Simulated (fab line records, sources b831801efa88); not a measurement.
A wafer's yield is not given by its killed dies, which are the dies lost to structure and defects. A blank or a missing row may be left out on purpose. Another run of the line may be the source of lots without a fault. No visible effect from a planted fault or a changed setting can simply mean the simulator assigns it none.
The tool behind it: which one? ; flow sky130 ; 12 lots, 36 wafers sampled, at 3 steps of a route of 708

WHAT THE GAUGES READ, wafer by wafer
SKY_VT_ADJUST_HVTR_OVL_MEAS_08. Usual: VT_ADJUST_HVTR_OVL -0.7 nm, standard deviation 1.5.
lot;measured;on;VT_ADJUST_HVTR_OVL (nm);flag
L314;day 9 12:05;overlay-01;-0.6 1.5 -0.7;
L315;day 10 02:20;overlay-02;-2.1 -1.4 -1.3;
L316;day 10 02:57;overlay-02;-3.1 -1.7 0.0;
L321;day 11 13:01;overlay-01;-1.4 -1.2 -1.8;
L322;day 11 18:39;overlay-02;0.1 1.1 2.9;
L325;day 12 21:20;overlay-01;-0.6 -1.4 -1.8;
L327;day 13 20:08;overlay-01;0.0 -0.6 -1.1;
L329;day 14 07:55;overlay-01;-0.6 0.2 2.1;
L332;day 15 00:40;overlay-02;0.6 0.4 2.4;
L333;day 15 12:53;overlay-01;-4.6 -4.9 -2.3;
L335;day 16 02:11;overlay-01;1.1 0.4 0.2;
L337;day 16 14:18;overlay-01;-1.3 -0.5 -1.3;

SKY_SONOS_ONO_THK_MEAS_01. Usual: SONOS_ONO_OXIDATION_THK 2.61 nm, standard deviation 0.053.
lot;measured;on;SONOS_ONO_OXIDATION_THK (nm);flag
L314;day 11 12:59;filmMetro-01;2.65 2.61 2.68;
L315;day 12 06:58;filmMetro-04;2.56 2.60 2.64;
L316;day 12 06:58;filmMetro-01;2.60 2.64 2.61;
L321;day 13 19:18;filmMetro-04;5.95 5.91 5.93 5.97 5.89 5.95;OFF
L322;day 14 02:36;filmMetro-04;5.85 5.90 5.93 5.84 5.86 5.91;OFF
L325;day 15 04:33;filmMetro-04;5.81 5.88 5.93 5.83 5.90 5.90;OFF
L327;day 16 04:07;filmMetro-04;5.87 5.78 5.85 5.85 5.84 5.86;OFF
L329;day 16 17:39;filmMetro-01;2.66 2.65 2.65;
L332;day 17 11:42;filmMetro-03;2.62 2.61 2.62;
L333;day 18 00:41;filmMetro-01;2.56 2.63 2.60;
L335;day 18 15:38;filmMetro-01;2.57 2.52 2.52;
L337;day 19 05:20;filmMetro-01;2.61 2.64 2.58;

WHAT TOOL EACH LOT RAN ON (gives the tool, then ch and the chambers of the sampled wafers, and finally the start)
lot;SKY_VT_ADJUST_HVTR_STRIP_10
L314;plasmaAsher-02 ch 0,1, day 9 12:16
L315;plasmaAsher-03 ch 0,1, day 10 02:32
L316;plasmaAsher-03 ch 0,1, day 10 03:08
L321;plasmaAsher-04 ch 0,1, day 11 13:12
L322;plasmaAsher-04 ch 0,1, day 11 18:50
L325;plasmaAsher-03 ch 0,1, day 12 21:32
L327;plasmaAsher-03 ch 0,1, day 13 20:20
L329;plasmaAsher-02 ch 0,1, day 14 08:06
L332;plasmaAsher-02 ch 0,1, day 15 00:51
L333;plasmaAsher-04 ch 0,1, day 15 13:05
L335;plasmaAsher-02 ch 0,1, day 16 02:23
L337;plasmaAsher-03 ch 0,1, day 16 14:31
- SKY_VT_ADJUST_HVTR_STRIP_10: strips in O2/N2.

WHAT THE TOOLS THEMSELVES READ (means of the sampled wafers that have a number; where no wafer has one, the mark that the record gives instead)
SKY_VT_ADJUST_HVTR_STRIP_10. Usual: drypumpMotorCurrentA 6.2 A, standard deviation 0.52; o2FlowSccm 3001 sccm, standard deviation 8.4; oesProductAu 0.716 a.u., standard deviation 0.0049; stripTimeToEndpointS 14.18 s, standard deviation 0.038.
lot;tool;drypumpMotorCurrentA (A);o2FlowSccm (sccm);oesProductAu (a.u.);stripTimeToEndpointS (s);flag
L314;plasmaAsher-02;5.4;2995;0.714;14.15;
L315;plasmaAsher-03;6.2;3007;0.716;14.17;
L316;plasmaAsher-03;6.2;3005;0.712;14.16;
L321;plasmaAsher-04;6.4;3002;0.718;14.15;
L322;plasmaAsher-04;6.5;2998;0.715;14.19;
L325;plasmaAsher-03;6.2;2994;0.713;14.16;
L327;plasmaAsher-03;6.2;2999;0.710;14.18;
L329;plasmaAsher-02;6.0;2989;0.712;14.18;
L332;plasmaAsher-02;6.0;2998;0.717;14.14;
L333;plasmaAsher-04;6.5;3005;0.717;14.09;
L335;plasmaAsher-02;5.4;3007;0.714;14.14;
L337;plasmaAsher-03;6.2;3006;0.716;14.20;

THE ANSWER, worked out from the rows above alone
Rule: lot off if the mean of its wafers having a number is beyond 3 standard deviations from the usual mean. Also off: a lot with no number at a reading for which 4 or more lots have one. Any other lot the step has rows for is counted as sound. After the gauges, taken in route order, come the tools' own readings; for these a lot's mean is taken, as printed above. The first step at which some lot is off is used, and at that step the reading that is off furthest; a lot without a number counts as furthest.
Off: at SKY_SONOS_ONO_THK_MEAS_01 (SONOS_ONO_OXIDATION_THK), L321, L322, L325, L327.
If a tool, at a process step before that reading, ran all the lots that are off and no sound lot after the first of them, it fits. Those tools and the gauges at SKY_SONOS_ONO_THK_MEAS_01 are tried in the same way. One candidate fits, namely filmMetro-04 at SKY_SONOS_ONO_THK_MEAS_01. Its last sound lot is L315 (day 12 06:58), its first lot that is off L321 (day 13 19:18): a fault that began between those two fits.

WHAT WAS PUT IN BY THE SIMULATOR
Metrology matching offset: filmMetro-04, from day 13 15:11 on, at SKY_SONOS_ONO_THK_MEAS_01. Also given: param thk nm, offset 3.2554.
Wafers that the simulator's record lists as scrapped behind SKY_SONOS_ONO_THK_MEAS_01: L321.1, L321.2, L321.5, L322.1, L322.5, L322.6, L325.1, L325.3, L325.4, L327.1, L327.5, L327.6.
Lots struck among those shown: L321, L322, L325, L327. Same finding as the rule above.
